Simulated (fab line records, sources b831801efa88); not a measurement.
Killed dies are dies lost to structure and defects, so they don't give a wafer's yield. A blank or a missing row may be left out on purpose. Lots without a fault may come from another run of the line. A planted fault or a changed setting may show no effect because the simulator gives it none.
fab line records | flow sky130
record lots=6 wafers=18 last_day=49
route steps=708 shown RES_XHIGH@332 SD_N@342 PAD_OPEN@708
lots that met no fault: from a run of the same line without faults
start_h: hours from the record's first day to the start of the lot's first wafer shown | wait_h: hours since the lot's step before | " the same as in the row above | L1.1+2: a row that stands for several wafers | - no value, or no start given | * or withheld: withheld | < > ~ a bound
route shown NAME@n: a module of which the file shows steps, and the number in the route of the first | usual: mean/standard deviation of fault-free wafers | same: alike in all rows | chamber/n: place in a boat | sites: the reading at each site | _std_site: their standard deviation | _edge_site: outer sites' mean less inner sites' | radius_mm: how far each site lies from the wafer's centre | mask NAME#n: copy n | behind: the tool/chamber that last shaped the wafer | hold: why the lot was held/for how many hours/how that ended | device: the transistor (n, p or np) that didn't switch | end of line: the same wafers' tests at the end of the route | a step without rows: its recipe alone | killed: dies lost to structure and defects at the first sort, not the wafer's yield | map: a wafer's dies, x killed, . not, _ none there
set.NAME: the setting as run; set.NAME@STEP: as run at that earlier step | model.NAME: the simulator's own value behind a step, which no gauge read
lots at some steps of the route; a table a step, a row a wafer
services: from which hour (start_h, from the record's first day; less than 0 if before it) a tool's chamber was out of use, for how many hours, and why
## steps
# step SKY_RES_XHIGH_DEHYDRATE_00
# recipe temp_c=200 time_s=60
# step SKY_RES_XHIGH_HMDS_01
# recipe prime_time_s=60 prime_temp_c=120
# step SKY_RES_XHIGH_COAT_02
# recipe resist=NOVOLAK spin_rpm=3000 resist_thk_nm=1140
# step SKY_RES_XHIGH_SOFTBAKE_03
# recipe temp_c=90 time_s=60 resist=NOVOLAK
# step SKY_RES_XHIGH_EXPOSE_04
# recipe mask_id=URPM na=0.6 source_shape=conventional sigma_outer=0.6 polarization=unpolarized target_cd_nm=1270 dose_mj=140
# step SKY_RES_XHIGH_PEB_05
# recipe temp_c=withheld time_s=* resist=NOVOLAK
# step SKY_RES_XHIGH_DEVELOP_06
# recipe resist=NOVOLAK developer=TMAH develop_time_s=60 dev_temp_c=23
# step SKY_RES_XHIGH_IMPLANT_07
# recipe species=BF2 energy_kev=20 dose_cm2=3.6e+14 tilt_deg=0
# step SKY_RES_XHIGH_STRIP_08
# recipe chemistry=O2/N2 power_w=1400 pressure_mtorr=1500 platen_temp_c=withheld o2_flow_sccm=3000 n2_flow_sccm=300 overash_fraction=0.5
# usual drypump_motor_current_A=5.87/0.091 n2_flow_sccm=300.0/0.94 oes_product_au=0.711/0.0046 strip_time_to_endpoint_s=14.27/0.037
# columns lot.wafer tool chamber start_h wait_h drypump_motor_current_A n2_flow_sccm oes_product_au rf_hours_counter_h strip_time_to_endpoint_s
L724.4 plasma_asher-01 1 626.14 0.1 5.80 299.3 0.713 - 14.35
L724.5 " 0 " " 5.86 300.8 0.703 - 14.29
L724.6 " 1 " " 5.80 299.8 0.709 - 14.33
L729.2 plasma_asher-03 1 664.46 0.1 5.85 299.1 0.707 97 14.29
L729.5 " 0 " " 5.99 299.8 0.716 - 14.29
L729.6 " 1 " " 5.85 300.4 0.710 - 14.28
L738.1 plasma_asher-01 1 738.56 0.1 5.81 298.7 0.713 62 14.22
L738.3 " 0 " " 5.88 301.0 0.709 - 14.21
L738.5 " 0 " " 5.86 300.0 0.709 - 14.17
L740.2 plasma_asher-02 1 752.01 0.1 5.72 298.5 0.713 86 14.28
L740.4 " 0 " " 6.13 300.7 0.701 - 14.29
L740.5 " 0 " " 6.03 301.1 0.710 - 14.26
L741.2 plasma_asher-01 1 758.17 0.1 5.81 300.7 0.711 64 14.29
L741.5 " 0 " " 5.86 298.0 0.720 - 14.32
L741.6 " 1 " " 5.80 301.1 0.713 - 14.30
L744.1 plasma_asher-03 1 776.41 0.1 5.86 300.1 0.710 2 14.26
L744.3 " 0 " " 5.98 301.1 0.707 - 14.28
L744.6 " 0 " " 5.98 301.7 0.711 - 14.23
# step SKY_RES_XHIGH_TW_MEAS_09
# usual RES_XHIGH_TW=1649/9.5
# columns lot.wafer tool chamber start_h wait_h RES_XHIGH_TW
L724.4 film_metro-01 - 626.24 0.1 1655
L724.5 " - " " 1651
L724.6 " - " " 1655
L729.2 film_metro-01 - 664.57 0.1 1632
L729.5 " - " " 1643
L729.6 " - " " 1634
L738.1 film_metro-04 - 738.66 0.1 1659
L738.3 " - " " 1653
L738.5 " - " " 1659
L740.2 film_metro-04 - 752.12 0.1 1661
L740.4 " - " " 1655
L740.5 " - " " 1658
L741.2 film_metro-01 - 758.28 0.1 1649
L741.5 " - " " 1645
L741.6 " - " " 1643
L744.1 film_metro-04 - 776.51 0.1 1656
L744.3 " - " " 1655
L744.6 " - " " 1653
# step SKY_SD_N_DEHYDRATE_00
# recipe temp_c=200 time_s=60
# step SKY_SD_N_HMDS_01
# recipe prime_time_s=60 prime_temp_c=120
# step SKY_SD_N_COAT_02
# recipe resist=NOVOLAK spin_rpm=3000 resist_thk_nm=1140
# usual resist_line_temp_C=23.02/0.092
# columns lot.wafer tool chamber start_h wait_h resist_line_temp_C model.NOVOLAK_of_SD_N_COAT_02.thk_nm
L724.4 litho_track-04 0 640.52 0.1 23.13 1140
L724.5 " 0 " " 22.92 1140
L724.6 " 0 " " 23.10 1141
L729.2 litho_track-01 0 678.07 0.1 23.13 1135
L729.5 " 0 " " 23.02 1134
L729.6 " 0 " " 23.13 1134
L738.1 litho_track-01 0 751.15 0.1 23.03 1141
L738.3 " 0 " " 23.15 1140
L738.5 " 0 " " 22.91 1141
L740.2 litho_track-01 0 765.87 0.1 23.13 1102
L740.4 " 0 " " 23.03 1102
L740.5 " 0 " " 23.22 1104
L741.2 litho_track-01 0 770.87 0.1 22.97 1108
L741.5 " 0 " " 23.01 1105
L741.6 " 0 " " 22.94 1106
L744.1 litho_track-04 0 789.30 0.1 23.18 1142
L744.3 " 0 " " 23.16 1140
L744.6 " 0 " " 23.15 1139
# step SKY_SD_N_SOFTBAKE_03
# recipe temp_c=90 time_s=60 resist=NOVOLAK
# step SKY_SD_N_EXPOSE_04
# recipe mask_id=NSDM na=0.6 source_shape=conventional sigma_outer=0.6 polarization=unpolarized target_cd_nm=380 dose_mj=141
# step SKY_SD_N_PEB_05
# recipe temp_c=withheld time_s=* resist=NOVOLAK
# step SKY_SD_N_DEVELOP_06
# recipe resist=NOVOLAK developer=TMAH develop_time_s=60 dev_temp_c=23
# usual resist_line_temp_C=23.02/0.11
# columns lot.wafer tool chamber start_h wait_h resist_line_temp_C model.NOVOLAK_of_SD_N_COAT_02.thk_nm
L724.4 litho_track-01 0 653.77 0.1 23.18 1140
L724.5 " 0 " " 23.12 1139
L724.6 " 0 " " 23.15 1141
L729.2 litho_track-02 0 691.80 0.1 22.97 1135
L729.5 " 0 " " 23.03 1134
L729.6 " 0 " " 23.04 1133
L738.1 litho_track-01 0 764.80 0.1 23.00 1141
L738.3 " 0 " " 23.01 1140
L738.5 " 0 " " 22.99 1140
L740.2 litho_track-02 0 778.85 0.1 23.04 1102
L740.4 " 0 " " 23.15 1102
L740.5 " 0 " " 23.03 1104
L741.2 litho_track-02 0 784.50 0.1 23.09 1108
L741.5 " 0 " " 23.02 1105
L741.6 " 0 " " 23.13 1106
L744.1 litho_track-01 0 801.90 0.1 23.07 1141
L744.3 " 0 " " 23.09 1139
L744.6 " 0 " " 23.28 1138
# step SKY_SD_N_CD_MEAS_07
# recipe target_cd_nm=380
# usual cd_nm=381.1/2.4
# columns lot.wafer tool chamber start_h wait_h cd_nm
L724.4 cd_sem-01 - 653.91 0.1 381.8
L724.5 " - " " 377.7
L724.6 " - " " 379.7
L729.2 cd_sem-02 - 691.94 0.1 378.5
L729.5 " - " " 380.9
L729.6 " - " " 381.8
L738.1 cd_sem-01 - 764.95 0.1 375.9
L738.3 " - " " 379.1
L738.5 " - " " 380.3
L740.2 cd_sem-02 - 778.99 0.1 389.6
L740.4 " - " " 386.8
L740.5 " - " " 386.9
L741.2 cd_sem-02 - 784.64 0.1 387.6
L741.5 " - " " 385.1
L741.6 " - " " 385.7
L744.1 cd_sem-01 - 802.05 0.1 377.4
L744.3 " - " " 375.4
L744.6 " - " " 377.4
# step SKY_SD_N_OVL_MEAS_08
# usual SD_N_OVL=-1.0/1.5
# columns lot.wafer tool chamber start_h wait_h SD_N_OVL[nm]
L724.4 overlay-01 - 653.99 0.1 -1.1
L724.5 " - " " -0.9
L724.6 " - " " 1.2
L729.2 overlay-01 - 692.05 0.1 -1.5
L729.5 " - " " -1.8
L729.6 " - " " -3.3
L738.1 overlay-02 - 765.07 0.1 1.9
L738.3 " - " " 0.3
L738.5 " - " " 0.9
L740.2 overlay-02 - 779.10 0.1 -4.0
L740.4 " - " " -2.2
L740.5 " - " " -1.4
L741.2 overlay-02 - 784.75 0.1 -2.6
L741.5 " - " " 0.9
L741.6 " - " " -1.1
L744.1 overlay-01 - 802.17 0.1 0.4
L744.3 " - " " -0.3
L744.6 " - " " -1.2
# step SKY_SD_N_IMPLANT_09
# recipe species=As energy_kev=50 dose_cm2=4e+15 tilt_deg=0
# step SKY_SD_N_IMPLANT_10
# recipe species=P energy_kev=20 dose_cm2=1e+14 tilt_deg=0
# step SKY_SD_N_STRIP_11
# recipe chemistry=O2/N2 power_w=1400 pressure_mtorr=1500 platen_temp_c=withheld o2_flow_sccm=3000 n2_flow_sccm=300 overash_fraction=0.5
# usual drypump_motor_current_A=5.6/0.35 n2_flow_sccm=300.1/0.88 oes_product_au=0.527/0.0041 strip_time_to_endpoint_s=22.54/0.042
# columns lot.wafer tool chamber start_h wait_h drypump_motor_current_A n2_flow_sccm oes_product_au rf_hours_counter_h strip_time_to_endpoint_s
L724.4 plasma_asher-04 0 654.34 0.1 5.7 300.9 0.524 - 22.52
L724.5 " 0 " " 5.7 299.0 0.528 - 22.53
L724.6 " 1 " " 5.0 299.3 0.530 - 22.55
L729.2 plasma_asher-01 0 692.38 0.1 5.9 300.6 0.524 57 22.50
L729.5 " 0 " " 5.9 300.7 0.530 - 22.48
L729.6 " 1 " " 5.8 300.6 0.528 - 22.45
L738.1 plasma_asher-04 0 765.40 0.1 5.7 298.6 0.521 35 22.55
L738.3 " 1 " " 5.0 301.5 0.531 - 22.52
L738.5 " 1 " " 5.0 299.3 0.519 - 22.54
L740.2 plasma_asher-04 1 779.43 0.1 5.0 300.0 0.527 37 22.13
L740.4 " 1 " " 5.0 299.8 0.522 - 22.13
L740.5 " 0 " " 5.8 300.2 0.526 - 22.14
L741.2 plasma_asher-03 0 785.08 0.1 6.0 300.4 0.518 3 22.18
L741.5 " 1 " " 5.9 298.6 0.519 - 22.11
L741.6 " 0 " " 5.9 301.3 0.519 - 22.16
L744.1 plasma_asher-03 0 802.51 0.1 6.0 300.8 0.526 4 22.58
L744.3 " 0 " " 6.0 300.1 0.531 - 22.54
L744.6 " 0 " " 6.0 301.1 0.531 - 22.56
# step SKY_SD_N_TW_MEAS_12
# usual SD_N_TW=4013/20
# columns lot.wafer tool chamber start_h wait_h SD_N_TW
L724.4 film_metro-04 - 654.43 0.1 4030
L724.5 " - " " 4010
L724.6 " - " " 4027
L729.2 film_metro-04 - 692.49 0.1 4011
L729.5 " - " " 4023
L729.6 " - " " 4055
L738.1 film_metro-01 - 765.50 0.1 3999
L738.3 " - " " 4012
L738.5 " - " " 3996
L740.2 film_metro-01 - 779.54 0.1 3988
L740.4 " - " " 3999
L740.5 " - " " 4012
L741.2 film_metro-04 - 785.19 0.1 4003
L741.5 " - " " 3997
L741.6 " - " " 4016
L744.1 film_metro-01 - 802.61 0.1 3986
L744.3 " - " " 4009
L744.6 " - " " 4003
# step SKY_PAD_OPEN_PROBE_99
# usual killed_at_M0_to_M3=41/6.2 killed_at_M4_up=3.0/1.7 killed_at_contacts=25/5.8 killed_at_front_end=16/4.5 killed_at_other=0.2/0.42 killed_dies=85/8.4 killed_open=46/5.9 killed_short=39/6.3
# same gross_dies=492 killed_at_back_side=0
# columns lot.wafer tool chamber start_h wait_h killed_at_M0_to_M3 killed_at_M4_up killed_at_contacts killed_at_front_end killed_at_other killed_dies killed_open killed_short
L729.2 prober-01 - 1111.35 0.1 35 2 29 26 0 92 51 41
L729.5 prober-01 - 1111.50 0.2 54 6 20 10 0 90 48 42
L729.6 prober-01 - 1111.55 0.2 39 3 27 18 0 87 50 37
L740.2 prober-02 - 1172.11 0.1 37 4 31 10 0 82 51 31
L740.4 prober-02 - 1172.21 0.2 42 2 18 14 0 76 39 37
L744.1 prober-01 - 1186.97 0.1 33 6 32 20 0 91 44 44
L744.3 prober-01 - 1187.07 0.2 50 3 21 17 0 91 45 45
L744.6 prober-01 - 1187.22 0.2 43 2 22 14 0 81 48 33
# killed by level:class
L729.2 VIA1:geometric_particle:open=10 CONTACT:geometric_particle:open=9 FIELD_ISO:geometric_particle:short=6 SPACER:geometric_particle:open=6 CONTACT:geometric_particle:short=6 VIA2:geometric_particle:open=6 FIELD_ISO:geometric_particle:open=5 LI_CONTACT:geometric_particle:open=5
L729.5 CONTACT:geometric_particle:open=11 VIA1:geometric_particle:open=10 VIA2:geometric_particle:open=7 VIA3:geometric_particle:open=7 VIA3:geometric_particle:short=6 CONTACT:geometric_particle:short=5 VIA1:geometric_particle:short=5 POLY_GATE:geometric_particle:short=4
L729.6 VIA1:geometric_particle:open=10 VIA2:geometric_particle:open=8 CONTACT:geometric_particle:open=7 LI_CONTACT:geometric_particle:open=7 FIELD_ISO:geometric_particle:open=6 POLY_GATE:geometric_particle:short=5 LOCAL_INTERCONNECT:geometric_particle:short=5 VIA3:geometric_particle:open=5
L740.2 CONTACT:geometric_particle:open=13 VIA1:geometric_particle:open=10 LI_CONTACT:geometric_particle:open=7 VIA2:geometric_particle:open=5 VIA1:geometric_particle:short=5 VIA3:geometric_particle:open=5 LOCAL_INTERCONNECT:geometric_particle:short=4 CONTACT:geometric_particle:short=4
L740.4 VIA2:geometric_particle:open=10 CONTACT:geometric_particle:open=7 CONTACT:geometric_particle:short=5 VIA1:geometric_particle:short=5 VIA3:geometric_particle:short=5 VIA3:geometric_particle:open=5 POLY_GATE:geometric_particle:short=4 VIA1:geometric_particle:open=4
L744.1 CONTACT:geometric_particle:open=15 FIELD_ISO:geometric_particle:open=5 POLY_GATE:geometric_particle:short=5 LOCAL_INTERCONNECT:geometric_particle:short=5 VIA1:geometric_particle:open=5 METAL4:geometric_particle:short=5 POLY_GATE:geometric_particle:open=4 LI_CONTACT:geometric_particle:open=4
L744.3 VIA2:geometric_particle:open=10 METAL1:geometric_particle:short=9 VIA3:geometric_particle:short=8 CONTACT:geometric_particle:open=8 POLY_GATE:geometric_particle:open=6 VIA1:geometric_particle:open=5 VIA3:geometric_particle:open=5 VIA1:geometric_particle:short=4
L744.6 CONTACT:geometric_particle:open=12 VIA1:geometric_particle:open=10 VIA3:geometric_particle:open=8 VIA2:geometric_particle:short=6 FIELD_ISO:geometric_particle:short=5 VIA2:geometric_particle:open=5 POLY_GATE:geometric_particle:open=4 VIA3:geometric_particle:short=4
## services
# columns tool chamber start_h hours kind
plasma_asher-01 - 626.76 2.8 pm
plasma_asher-01 - 647.84 2.0 repair
plasma_asher-02 - 681.34 8.2 repair
plasma_asher-01 - 684.47 0.5 repair
plasma_asher-03 - 712.77 6.4 repair
plasma_asher-03 - 733.75 9.0 pm
plasma_asher-03 0 733.75 9.0 vent_cycle
plasma_asher-03 1 733.75 9.0 vent_cycle
plasma_asher-03 0 742.75 - clean
plasma_asher-03 1 742.75 - clean
plasma_asher-03 - 762.36 8.8 repair
litho_track-01 - 775.68 - consumable_replace:filter
plasma_asher-03 - 795.80 2.8 repair
## key
first_sign step=SKY_SD_N_CD_MEAS_07 reading=cd_nm direction=up sigmas=2.4 usual=381.1 struck=387.0
effect step=SKY_SD_N_STRIP_11 reading=strip_time_to_endpoint_s direction=down sigmas=9.6 usual=* struck=*
model_effect step=SKY_SD_N_COAT_02 value=NOVOLAK_of_SD_N_COAT_02.thk_nm without=1142 struck=1105
model_effect step=SKY_SD_N_DEVELOP_06 value=NOVOLAK_of_SD_N_COAT_02.thk_nm without=1142 struck=1104
met_at SKY_SD_N_COAT_02
struck_wafers L740.2,L740.4,L740.5,L741.2,L741.5,L741.6
tester_left_out L740,L741
onset_between 751.15 765.87
also_fits SKY_SD_N_DEVELOP_06:litho_track-02
fault kind=process_parameter_drift tool=litho_track-01 chamber=- onset_h=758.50 steps=SKY_SD_N_COAT_02 channel=resist_thk_nm offset=-37.227 shape=step end_h=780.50 acts_in=these_recipes_only stated=1140
# tester_left_out: of these lots the tester's yield and bins aren't shown, on N5 and GAA mostly nor the transistor test; their killed dies are dies lost to structure and defects alone, not to doping, threshold or leakage, so they don't give the yield
